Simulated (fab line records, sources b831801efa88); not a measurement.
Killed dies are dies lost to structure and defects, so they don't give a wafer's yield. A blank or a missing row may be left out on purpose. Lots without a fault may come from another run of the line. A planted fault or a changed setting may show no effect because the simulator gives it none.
Which tool did it? | flow sky130 | 13 lots, 39 wafers sampled, at 4 steps of a route of 708

WHAT THE GAUGES READ, wafer by wafer
SKY_VT_ADJUST_LVTN_OVL_MEAS_18.
lot  | measured     | on         | VT_ADJUST_LVTN_01_OVL (nm)
L301 | day 8 01:26  | overlay-01 | -1.5 -0.1 -2.6
L302 | day 8 21:34  | overlay-02 | -0.1 2.7 0.5
L305 | day 9 11:20  | overlay-01 | -0.4 0.9 0.4
L306 | day 9 16:14  | overlay-02 | 3.4 1.8 1.1
L307 | day 10 03:10 | overlay-02 | 0.3 -0.4 1.8
L308 | day 10 09:55 | overlay-02 | 0.3 0.5 1.2
L309 | day 10 16:34 | overlay-01 | -1.7 -2.2 -0.2
L311 | day 10 22:01 | overlay-01 | 0.7 -0.3 1.0
L318 | day 13 03:11 | overlay-02 | -0.3 0.7 0.6
L319 | day 13 07:34 | overlay-02 | 2.3 0.3 -0.1
L320 | day 13 12:29 | overlay-02 | -0.1 -0.5 0.8
L321 | day 13 16:23 | overlay-02 | 1.2 -0.8 0.0
L322 | day 14 06:05 | overlay-02 | 0.1 0.8 0.2

SKY_SD_N_OVL_MEAS_08.
lot  | measured     | on         | SD_N_OVL (nm)
L301 | day 28 10:28 | overlay-01 | -2.2 -0.5 -1.9
L302 | day 29 06:41 | overlay-01 | 0.5 -0.3 1.1
L305 | day 29 20:01 | overlay-01 | 0.7 1.6 0.1
L306 | day 30 13:09 | overlay-01 | 2.1 -1.0 0.8
L307 | day 30 20:51 | overlay-02 | 3.7 3.4 3.3
L308 | day 31 06:25 | overlay-01 | 0.3 0.0 -1.0
L309 | day 31 07:37 | overlay-02 | -3.0 -0.7 -4.5
L311 | day 31 16:59 | overlay-02 | 0.0 -1.4 -0.9
L318 | day 34 05:07 | overlay-02 | -0.5 -0.7 1.0
L319 | day 34 10:43 | overlay-02 | 0.9 1.0 2.8
L320 | day 34 18:09 | overlay-01 | 1.3 0.1 1.3
L321 | day 34 18:37 | overlay-02 | 0.4 1.3 1.9
L322 | day 35 05:57 | overlay-02 | 0.3 1.0 1.0

WHICH TOOL RAN EACH LOT (tool, then ch and the chambers of the sampled wafers, then the start)
lot  | SKY_POLY_GATE_ETCH_16              | SKY_LDD_N_IMPLANT_14
L301 | rie_diel-01 ch 2,3, day 17 00:46   | implanter-02 ch 0, day 18 07:59
L302 | rie_diel-04 ch 1,2,3, day 17 17:01 | implanter-02 ch 0, day 19 05:20
L305 | rie_diel-04 ch 1,2, day 18 10:31   | implanter-02 ch 0, day 19 20:22
L306 | rie_diel-04 ch 0,2, day 18 17:04   | implanter-02 ch 0, day 20 02:35
L307 | rie_diel-02 ch 0,1,2, day 19 10:34 | implanter-02 ch 0, day 20 20:29
L308 | rie_diel-01 ch 0,3, day 20 01:30   | implanter-02 ch 0, day 21 10:40
L309 | rie_diel-02 ch 0,1,2, day 20 03:10 | implanter-02 ch 0, day 21 11:55
L311 | rie_diel-04 ch 0,1,2, day 20 15:01 | implanter-02 ch 0, day 22 00:40
L318 | rie_diel-02 ch 2,3, day 23 08:40   | implanter-01 ch 0, day 24 18:52
L319 | rie_diel-01 ch 0,2, day 23 14:01   | implanter-04 ch 0, day 24 21:59
L320 | rie_diel-01 ch 0,1,2, day 23 18:22 | implanter-01 ch 0, day 25 02:52
L321 | rie_diel-04 ch 0,1,2, day 23 20:25 | implanter-01 ch 0, day 25 05:28
L322 | rie_diel-04 ch 2,3, day 24 14:28   | implanter-01 ch 0, day 25 22:41
- SKY_POLY_GATE_ETCH_16: etches Si3N4 in CH3F/O2, stops on poly-Si, time 147.5 s, target depth 75 nm.
- SKY_LDD_N_IMPLANT_14

WHAT THE TOOLS THEMSELVES READ (means of the sampled wafers that have a number; where no wafer has one, the mark that the record gives instead)
SKY_POLY_GATE_ETCH_16.
lot  | tool        | drypump_motor_current_A (A) | oes_product_au (a.u.) | throttle_valve_pct (%)
L301 | rie_diel-01 | 5.3                         | 0.641                 | 10.541
L302 | rie_diel-04 | 5.9                         | 0.633                 | 10.523
L305 | rie_diel-04 | 5.7                         | 0.643                 | 10.541
L306 | rie_diel-04 | 5.6                         | 0.639                 | 10.538
L307 | rie_diel-02 | 6.0                         | 0.642                 | 10.529
L308 | rie_diel-01 | 5.6                         | 0.638                 | 10.536
L309 | rie_diel-02 | 6.0                         | 0.633                 | 10.539
L311 | rie_diel-04 | 5.6                         | 0.638                 | 10.530
L318 | rie_diel-02 | 5.4                         | 0.642                 | 10.527
L319 | rie_diel-01 | 5.8                         | 0.641                 | 10.532
L320 | rie_diel-01 | 5.6                         | 0.642                 | 10.528
L321 | rie_diel-04 | 5.6                         | 0.641                 | 10.544
L322 | rie_diel-04 | 6.2                         | 0.635                 | 10.530

SKY_LDD_N_IMPLANT_14.
lot  | tool         | beam_energy_keV | dose_ions_cm2
L301 | implanter-02 | 50.011          | 5.001e+12
L302 | implanter-02 | 49.982          | 4.996e+12
L305 | implanter-02 | 50.007          | 4.999e+12
L306 | implanter-02 | 49.979          | 5.004e+12
L307 | implanter-02 | 50.002          | 5.004e+12
L308 | implanter-02 | 49.038          | 4.998e+12
L309 | implanter-02 | 49.016          | 5.002e+12
L311 | implanter-02 | 49.037          | 4.999e+12
L318 | implanter-01 | 49.994          | 4.996e+12
L319 | implanter-04 | 49.997          | 5.000e+12
L320 | implanter-01 | 49.997          | 4.994e+12
L321 | implanter-01 | 50.007          | 5.001e+12
L322 | implanter-01 | 49.986          | 4.993e+12

THE ANSWER, worked out from the rows above alone
Rule: what is usual is taken from the lots themselves. Put in order of their means at a reading, lots are off if they are a third of the lots or fewer, leave a main group of 4 or more, and stand apart from it by a gap of 3 or more times the standard deviation of the main group's means; of several such gaps the widest counts. A main group whose means are all the same, to the digits that the tables above print for the reading, isn't used. A lot without any number at a reading at which 4 lots or more have one is off too. The other lots that the step has rows for count as sound. The gauges are gone through in route order, then the tools' own readings, and for those a lot's mean is taken as printed above. The first step at which some lot is off is used, and at that step the reading that is off furthest; a lot without a number counts as furthest.
Off: L308, L309, L311, at SKY_LDD_N_IMPLANT_14 (beam_energy_keV). The main group: mean 49.996, standard deviation 0.01.
A tool fits if, at that step or a process step before it, it ran every lot that is off, and no sound lot after the first of them. One fits: implanter-02 at SKY_LDD_N_IMPLANT_14. Its last sound lot is L307 (day 20 20:29), its first lot that is off L308 (day 21 10:40): a fault that began between those two fits.
The tool's own readings at SKY_LDD_N_IMPLANT_14 bear it out: on the lots that are off they differ by more than 5 times the standard deviation of the sound lots' means. beam_energy_keV reads 49.030 there against 49.996 on the sound lots.

WHAT THE SIMULATOR HAD PUT IN
Process parameter drift: implanter-02, from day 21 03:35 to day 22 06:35, at SKY_LDD_N_IMPLANT_14. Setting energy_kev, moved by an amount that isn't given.
Lots struck among those shown: L308, L309, L311. The rule above found the same.
